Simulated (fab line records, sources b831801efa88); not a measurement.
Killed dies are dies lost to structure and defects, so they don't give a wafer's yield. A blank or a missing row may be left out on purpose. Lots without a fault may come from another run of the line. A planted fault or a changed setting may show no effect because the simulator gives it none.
fab line records | flow gf180mcu
record lots=24 wafers=72 last_day=34
route steps=602 shown VT_IMPLANT@111 SAB@264 M5@534 V5@555 TOP_METAL@569
lots that met no fault: from a run of the same line without faults
start_h: hours from the record's first day to the start of the lot's first wafer shown | wait_h: hours since the lot's step before | " the same as in the row above | L1.1+2: a row that stands for several wafers | - no value, or no start given | * or withheld: withheld | < > ~ a bound
route shown NAME@n: a module of which the file shows steps, and the number in the route of the first | usual: mean/standard deviation of fault-free wafers | same: alike in all rows | chamber/n: place in a boat | sites: the reading at each site | _std_site: their standard deviation | _edge_site: outer sites' mean less inner sites' | radius_mm: how far each site lies from the wafer's centre | mask NAME#n: copy n | behind: the tool/chamber that last shaped the wafer | hold: why the lot was held/for how many hours/how that ended | device: the transistor (n, p or np) that didn't switch | end of line: the same wafers' tests at the end of the route | a step without rows: its recipe alone | killed: dies lost to structure and defects at the first sort, not the wafer's yield | map: a wafer's dies, x killed, . not, _ none there
set.NAME: the setting as run; set.NAME@STEP: as run at that earlier step | model.NAME: the simulator's own value behind a step, which no gauge read
steps of the route over a sample of lots; a table a step, a row a wafer
services: from which hour (start_h, from the record's first day; less than 0 if before it) a tool's chamber was out of use, for how many hours, and why
## steps
# step GF_VT_IMPLANT_TW_MEAS_21
# usual VT_IMPLANT_2_TW=1221/12
# columns lot.wafer tool chamber start_h wait_h VT_IMPLANT_2_TW
L074.1 film_metro-04 - 126.15 0.1 1206
L074.4 " - " " 1206
L074.6 " - " " 1203
L075.1 film_metro-01 - 130.47 0.1 1244
L075.2 " - " " 1245
L075.5 " - " " 1246
L076.1 film_metro-04 - 134.49 0.1 1207
L076.5 " - " " 1219
L076.6 " - " " 1211
L077.1 film_metro-03 - 146.57 0.1 1205
L077.2 " - " " 1206
L077.6 " - " " 1214
L078.2 film_metro-04 - 151.84 0.1 1214
L078.4 " - " " 1216
L078.6 " - " " 1210
L079.1 film_metro-03 - 157.02 0.1 1216
L079.5 " - " " 1208
L079.6 " - " " 1206
L080.3 film_metro-04 - 161.04 0.1 1216
L080.4 " - " " 1223
L080.6 " - " " 1221
L081.2 film_metro-01 - 164.41 0.1 1239
L081.3 " - " " 1234
L081.4 " - " " 1242
L082.3 film_metro-03 - 178.84 0.1 1218
L082.5 " - " " 1212
L082.6 " - " " 1205
L083.1 film_metro-03 - 178.97 0.1 1219
L083.3 " - " " 1215
L083.5 " - " " 1217
L084.1 film_metro-03 - 186.70 0.1 1210
L084.3 " - " " 1214
L084.4 " - " " 1217
L085.1 film_metro-04 - 192.02 0.1 1217
L085.5 " - " " 1215
L085.6 " - " " 1218
L086.1 film_metro-01 - 201.32 0.1 1231
L086.2 " - " " 1235
L086.5 " - " " 1241
L087.3 film_metro-04 - 213.57 0.1 1210
L087.4 " - " " 1209
L087.5 " - " " 1216
L088.1 film_metro-01 - 225.47 0.1 1245
L088.2 " - " " 1234
L088.6 " - " " 1238
L089.1 film_metro-04 - 228.37 0.1 1207
L089.4 " - " " 1219
L089.5 " - " " 1210
L090.2 film_metro-01 - 232.48 0.1 1241
L090.3 " - " " 1233
L090.4 " - " " 1240
L091.2 film_metro-01 - 236.86 0.1 1239
L091.3 " - " " 1230
L091.5 " - " " 1234
L092.2 film_metro-04 - 245.91 0.1 1214
L092.4 " - " " 1206
L092.6 " - " " 1206
L093.1 film_metro-04 - 249.17 0.1 1208
L093.2 " - " " 1213
L093.4 " - " " 1212
L094.1 film_metro-01 - 256.82 0.1 1223
L094.3 " - " " 1227
L094.5 " - " " 1221
L095.1 film_metro-03 - 261.67 0.1 1222
L095.3 " - " " 1224
L095.6 " - " " 1224
L096.1 film_metro-03 - 263.57 0.1 1218
L096.2 " - " " 1230
L096.5 " - " " 1225
L097.1 film_metro-03 - 273.25 0.1 1214
L097.2 " - " " 1206
L097.6 " - " " 1214
# step GF_SAB_CVD_00
# recipe material=SiO2 target_thk_nm=50 precursor=TEOS temp_c=400 time_s=4.9302 rf_w=600
# usual heater_power_w=649/100
# columns lot.wafer tool chamber start_h wait_h heater_power_w
L074.1 pecvd-02 1 312.43 0.1 595
L074.4 " 1 " " 587
L074.6 " 0 " " 769
L075.1 pecvd-03 1 321.51 0.1 758
L075.2 " 2 " " 602
L075.5 " 1 " " 772
L076.1 pecvd-03 0 327.87 0.1 491
L076.5 " 0 " " 501
L076.6 " 2 " " 710
L077.1 pecvd-03 0 345.56 0.1 560
L077.2 " 1 " " 770
L077.6 " 0 " " 558
L078.2 pecvd-02 1 352.96 0.1 558
L078.4 " 0 " " 800
L078.6 " 1 " " 543
L079.1 pecvd-02 1 362.38 0.1 621
L079.5 " 0 " " 721
L079.6 " 2 " " 516
L080.3 pecvd-03 0 366.82 0.1 483
L080.4 " 2 " " 671
L080.6 " 0 " " 513
L081.2 pecvd-04 1 369.67 0.1 539
L081.3 " 0 " " 762
L081.4 " 0 " " 770
L082.3 pecvd-02 1 390.77 0.1 638
L082.5 " 1 " " 630
L082.6 " 2 " " 534
L083.1 pecvd-04 0 391.70 0.1 691
L083.3 " 1 " " 555
L083.5 " 0 " " 718
L084.1 pecvd-03 0 400.51 0.1 509
L084.3 " 2 " " 580
L084.4 " 2 " " 587
L085.1 pecvd-03 2 408.05 0.1 648
L085.5 " 1 " " 666
L085.6 " 0 " " 591
L086.1 pecvd-03 0 419.80 0.1 552
L086.2 " 1 " " 783
L086.5 " 2 " " 691
L087.3 pecvd-03 0 432.27 0.1 515
L087.4 " 0 " " 508
L087.5 " 1 " " 774
L088.1 pecvd-03 1 450.95 0.1 754
L088.2 " 0 " " 511
L088.6 " 2 " " 666
L089.1 pecvd-02 2 455.00 0.1 628
L089.4 " 1 " " 591
L089.5 " 0 " " 837
L090.2 pecvd-02 1 459.70 0.1 624
L090.3 " 2 " " 585
L090.4 " 0 " " 891
L091.2 pecvd-03 1 469.03 0.1 727
L091.3 " 2 " " 641
L091.5 " 1 " " 715
L092.2 pecvd-02 0 479.68 0.1 850
L092.4 " 2 " " 560
L092.6 " 1 " " 604
L093.1 pecvd-02 2 481.98 0.1 600
L093.2 " 1 " " 618
L093.4 " 0 " " 803
L094.1 pecvd-03 2 490.11 0.1 618
L094.3 " 0 " " 528
L094.5 " 2 " " 626
L095.1 pecvd-02 1 496.84 0.1 582
L095.3 " 0 " " 877
L095.6 " 1 " " 564
L096.1 pecvd-04 0 502.12 0.1 809
L096.2 " 2 " " 731
L096.5 " 0 " " 812
L097.1 pecvd-03 0 511.57 0.1 475
L097.2 " 2 " " 669
L097.6 " 2 " " 650
# step GF_SAB_CD_MEAS_09
# recipe target_cd_nm=420
# usual cd_nm=419.3/2.7
# columns lot.wafer tool chamber start_h wait_h cd_nm
L074.1 cd_sem-02 - 333.47 0.1 417.9
L074.4 " - " " 420.1
L074.6 " - " " 418.8
L075.1 cd_sem-01 - 342.23 0.1 421.3
L075.2 " - " " 418.6
L075.5 " - " " 418.6
L076.1 cd_sem-02 - 348.68 0.1 421.4
L076.5 " - " " 423.1
L076.6 " - " " 423.9
L077.1 cd_sem-01 - 367.32 0.1 424.4
L077.2 " - " " 423.0
L077.6 " - " " 421.3
L078.2 cd_sem-02 - 374.74 0.1 423.6
L078.4 " - " " 422.9
L078.6 " - " " 421.6
L079.1 cd_sem-01 - 384.53 0.1 418.6
L079.5 " - " " 417.1
L079.6 " - " " 416.1
L080.3 cd_sem-01 - 389.67 0.1 417.1
L080.4 " - " " 415.3
L080.6 " - " " 416.2
L081.2 cd_sem-02 - 392.79 0.1 415.6
L081.3 " - " " 416.7
L081.4 " - " " 416.7
L082.3 cd_sem-01 - 414.07 0.1 425.3
L082.5 " - " " 427.6
L082.6 " - " " 425.4
L083.1 cd_sem-01 - 414.82 0.1 418.7
L083.3 " - " " 418.8
L083.5 " - " " 421.7
L084.1 cd_sem-01 - 424.03 0.1 418.1
L084.3 " - " " 418.2
L084.4 " - " " 416.5
L085.1 cd_sem-01 - 432.28 0.1 421.9
L085.5 " - " " 420.3
L085.6 " - " " 418.9
L086.1 cd_sem-02 - 443.98 0.1 419.8
L086.2 " - " " 419.8
L086.5 " - " " 420.5
L087.3 cd_sem-02 - 456.36 0.1 420.5
L087.4 " - " " 420.1
L087.5 " - " " 420.8
L088.1 cd_sem-01 - 474.82 0.1 423.9
L088.2 " - " " 421.6
L088.6 " - " " 423.9
L089.1 cd_sem-01 - 479.07 0.1 414.7
L089.4 " - " " 416.6
L089.5 " - " " 416.9
L090.2 cd_sem-01 - 483.29 0.1 417.2
L090.3 " - " " 419.5
L090.4 " - " " 419.9
L091.2 cd_sem-01 - 492.40 0.1 419.4
L091.3 " - " " 418.7
L091.5 " - " " 417.4
L092.2 cd_sem-02 - 503.29 0.1 417.9
L092.4 " - " " 416.7
L092.6 " - " " 417.2
L093.1 cd_sem-02 - 504.78 0.1 415.0
L093.2 " - " " 416.0
L093.4 " - " " 416.0
L094.1 cd_sem-01 - 513.77 0.1 414.9
L094.3 " - " " 417.0
L094.5 " - " " 417.3
L095.1 cd_sem-02 - 520.27 0.1 418.7
L095.3 " - " " 417.8
L095.6 " - " " 415.5
L096.1 cd_sem-02 - 524.93 0.1 419.0
L096.2 " - " " 417.0
L096.5 " - " " 417.1
L097.1 cd_sem-01 - 534.32 0.1 421.7
L097.2 " - " " 419.6
L097.6 " - " " 420.5
# step GF_M5_OVL_MEAS_08
# usual M5_OVL=4/6.3
# columns lot.wafer tool chamber start_h wait_h M5_OVL[nm]
L074.1 overlay-02 - 602.14 0.1 1
L074.4 " - " " -1
L074.6 " - " " -1
L075.1 overlay-01 - 609.19 0.1 10
L075.2 " - " " 19
L075.5 " - " " 1
L076.1 overlay-02 - 616.99 0.1 6
L076.5 " - " " 6
L076.6 " - " " -7
L077.1 overlay-01 - 634.40 0.1 0
L077.2 " - " " 3
L077.6 " - " " 9
L078.2 overlay-01 - 640.89 0.1 3
L078.4 " - " " 4
L078.6 " - " " 1
L079.1 overlay-01 - 649.28 0.1 -1
L079.5 " - " " 1
L079.6 " - " " 10
L080.3 overlay-01 - 654.71 0.1 4
L080.4 " - " " 7
L080.6 " - " " -2
L081.2 overlay-02 - 655.44 0.1 19
L081.3 " - " " 13
L081.4 " - " " 14
L082.3 overlay-01 - 672.40 0.1 16
L082.5 " - " " 13
L082.6 " - " " -3
L083.1 overlay-01 - 672.90 0.1 -8
L083.3 " - " " -7
L083.5 " - " " -3
L084.1 overlay-02 - 680.29 0.1 4
L084.3 " - " " 7
L084.4 " - " " 16
L085.1 overlay-01 - 688.58 0.1 -4
L085.5 " - " " -4
L085.6 " - " " -4
L086.1 overlay-02 - 697.75 0.1 4
L086.2 " - " " 5
L086.5 " - " " 5
L087.3 overlay-01 - 705.71 0.1 14
L087.4 " - " " 2
L087.5 " - " " 6
L088.1 overlay-01 - 721.54 0.1 6
L088.2 " - " " 5
L088.6 " - " " 8
L089.1 overlay-01 - 722.25 0.1 11
L089.4 " - " " 18
L089.5 " - " " 8
L090.2 overlay-01 - 727.14 0.1 0
L090.3 " - " " 2
L090.4 " - " " 0
L091.2 overlay-02 - 733.89 0.1 5
L091.3 " - " " 3
L091.5 " - " " -3
L092.2 overlay-01 - 742.36 0.1 0
L092.4 " - " " 6
L092.6 " - " " 7
L093.1 overlay-01 - 744.34 0.1 -2
L093.2 " - " " 8
L093.4 " - " " 4
L094.1 overlay-02 - 750.75 0.1 0
L094.3 " - " " 1
L094.5 " - " " 5
L095.1 overlay-02 - 755.13 0.1 5
L095.3 " - " " 13
L095.6 " - " " 13
L096.1 overlay-02 - 757.55 0.1 2
L096.2 " - " " 11
L096.5 " - " " 6
L097.1 overlay-02 - 763.30 0.1 -5
L097.2 " - " " 2
L097.6 " - " " -5
# step GF_V5_OVL_MEAS_15
# usual V5_OVL=-3/5.2
# columns lot.wafer tool chamber start_h wait_h V5_OVL[nm]
L074.1 overlay-01 - 624.49 0.1 -1
L074.4 " - " " -9
L074.6 " - " " -4
L075.1 overlay-01 - 631.45 0.1 -3
L075.2 " - " " -4
L075.5 " - " " -8
L076.1 overlay-02 - 638.30 0.1 -7
L076.5 " - " " -1
L076.6 " - " " -3
L077.1 overlay-01 - 655.80 0.1 -9
L077.2 " - " " -1
L077.6 " - " " -5
L078.2 overlay-02 - 662.01 0.1 0
L078.4 " - " " 3
L078.6 " - " " 5
L079.1 overlay-01 - 670.15 0.1 -1
L079.5 " - " " -4
L079.6 " - " " -7
L080.3 overlay-02 - 674.81 0.1 -7
L080.4 " - " " 0
L080.6 " - " " -4
L081.2 overlay-01 - 675.80 0.1 2
L081.3 " - " " -2
L081.4 " - " " 5
L082.3 overlay-02 - 692.16 0.1 -8
L082.5 " - " " -9
L082.6 " - " " -9
L083.1 overlay-01 - 692.70 0.1 -5
L083.3 " - " " -13
L083.5 " - " " -8
L084.1 overlay-01 - 700.55 0.1 -7
L084.3 " - " " -4
L084.4 " - " " -6
L085.1 overlay-02 - 708.35 0.1 -9
L085.5 " - " " -11
L085.6 " - " " -7
L086.1 overlay-01 - 717.25 0.1 -2
L086.2 " - " " -8
L086.5 " - " " -6
L087.3 overlay-01 - 725.85 0.1 -5
L087.4 " - " " -3
L087.5 " - " " -6
L088.1 overlay-02 - 740.05 0.1 2
L088.2 " - " " -5
L088.6 " - " " -3
L089.1 overlay-02 - 741.35 0.1 -1
L089.4 " - " " 1
L089.5 " - " " 0
L090.2 overlay-01 - 745.71 0.1 -6
L090.3 " - " " -7
L090.4 " - " " -8
L091.2 overlay-02 - 752.14 0.1 2
L091.3 " - " " -8
L091.5 " - " " -8
L092.2 overlay-01 - 760.09 0.1 0
L092.4 " - " " 4
L092.6 " - " " 2
L093.1 overlay-02 - 761.30 0.1 -7
L093.2 " - " " -6
L093.4 " - " " -6
L094.1 overlay-02 - 777.15 0.1 13
L094.3 " - " " 3
L094.5 " - " " 9
L096.1 overlay-01 - 777.50 0.1 3
L096.2 " - " " 4
L096.5 " - " " -2
L095.1 overlay-02 - 777.65 0.1 -9
L095.3 " - " " 0
L095.6 " - " " -11
L097.1 overlay-02 - 781.10 0.1 -7
L097.2 " - " " -3
L097.6 " - " " 7
# step GF_TOP_METAL_SPUTTER_02
# recipe material=AlCu target_thk_nm=900 power_w=10600 chamber_pressure_pa=0.3 substrate_temp_c=250 gas=Ar time_s=49.69
# usual throttle_valve_pct=30.4/0.62
# columns lot.wafer tool chamber start_h wait_h throttle_valve_pct
L074.1 pvd_sputter-03 - 626.06 0.0 30.0
L074.4 " - " " 31.1
L074.6 " - " " 29.8
L075.1 pvd_sputter-03 - 633.00 0.0 30.8
L075.2 " - " " 29.6
L075.5 " - " " 30.0
L076.1 pvd_sputter-02 - 639.86 0.0 30.7
L076.5 " - " " 30.5
L076.6 " - " " 30.5
L077.1 pvd_sputter-02 - 657.38 0.0 30.3
L077.2 " - " " 29.8
L077.6 " - " " 29.9
L078.2 pvd_sputter-01 - 671.24 0.0 31.8
L078.4 " - " " 29.9
L078.6 " - " " 29.8
L079.1 pvd_sputter-03 - 671.70 0.0 30.1
L079.5 " - " " 31.1
L079.6 " - " " 30.1
L080.3 pvd_sputter-01 - 676.35 0.0 30.0
L080.4 " - " " 30.4
L080.6 " - " " 30.6
L081.2 pvd_sputter-02 - 677.65 0.0 30.4
L081.3 " - " " 30.8
L081.4 " - " " 29.7
L082.3 pvd_sputter-01 - 693.95 0.0 31.0
L082.5 " - " " 30.0
L082.6 " - " " 30.8
L083.1 pvd_sputter-02 - 694.55 0.0 30.8
L083.3 " - " " 30.3
L083.5 " - " " 29.6
L084.1 pvd_sputter-01 - 702.10 0.0 29.8
L084.3 " - " " 30.4
L084.4 " - " " 31.2
L085.1 pvd_sputter-03 - 709.89 0.0 29.7
L085.5 " - " " 29.5
L085.6 " - " " 30.2
L086.1 pvd_sputter-01 - 718.83 0.0 30.5
L086.2 " - " " 31.1
L086.5 " - " " 31.2
L087.3 pvd_sputter-01 - 727.42 0.0 29.9
L087.4 " - " " 30.2
L087.5 " - " " 30.8
L088.1 pvd_sputter-02 - 741.63 0.0 30.8
L088.2 " - " " 29.4
L088.6 " - " " 30.3
L089.1 pvd_sputter-02 - 742.90 0.0 30.8
L089.4 " - " " 29.9
L089.5 " - " " 30.3
L090.2 pvd_sputter-01 - 747.54 0.0 29.8
L090.3 " - " " 31.2
L090.4 " - " " 30.3
L091.2 pvd_sputter-02 - 753.68 0.0 30.7
L091.3 " - " " 30.3
L091.5 " - " " 30.7
L092.2 pvd_sputter-01 - 761.95 0.0 31.3
L092.4 " - " " 30.3
L092.6 " - " " 29.8
L093.1 pvd_sputter-02 - 763.25 0.0 30.5
L093.2 " - " " 30.6
L093.4 " - " " 29.9
L094.1 pvd_sputter-03 - 778.69 0.0 29.9
L094.3 " - " " 29.5
L094.5 " - " " 30.4
L096.1 pvd_sputter-01 - 779.04 0.0 30.6
L096.2 " - " " 32.0
L096.5 " - " " 31.1
L095.1 pvd_sputter-03 - 779.19 0.0 30.4
L095.3 " - " " 29.8
L095.6 " - " " 29.8
L097.1 pvd_sputter-01 - 782.72 0.0 30.3
L097.2 " - " " 31.1
L097.6 " - " " 30.6
## services
# columns tool chamber start_h hours kind
pvd_sputter-01 - 291.73 1.7 repair
pecvd-03 - 291.96 2.8 pm
pvd_sputter-02 - 313.33 2.6 repair
pvd_sputter-01 - 318.11 2.5 repair
pecvd-03 - 338.13 0.7 repair
pecvd-03 2 367.51 3.7 repair
pecvd-02 - 368.88 14.0 pm
pvd_sputter-02 - 371.96 4.2 repair
pecvd-02 1 421.01 11.7 repair
pecvd-02 2 424.01 4.8 repair
pecvd-02 - 434.32 5.5 pm
pecvd-02 0 499.18 4.8 repair
pecvd-02 2 499.21 6.2 repair
pvd_sputter-03 - 556.92 0.9 repair
pecvd-03 2 557.10 2.1 repair
pecvd-03 - 591.12 14.0 pm
pecvd-03 1 649.04 6.4 repair
pecvd-02 0 649.66 2.2 repair
pecvd-02 - 660.68 14.6 pm
pvd_sputter-03 - 710.62 2.9 repair
pvd_sputter-03 - 719.86 1.3 repair
pvd_sputter-03 - 732.28 39.6 repair
pecvd-03 2 757.46 17.8 repair
pvd_sputter-02 - 778.29 9.2 repair
## key
fault none
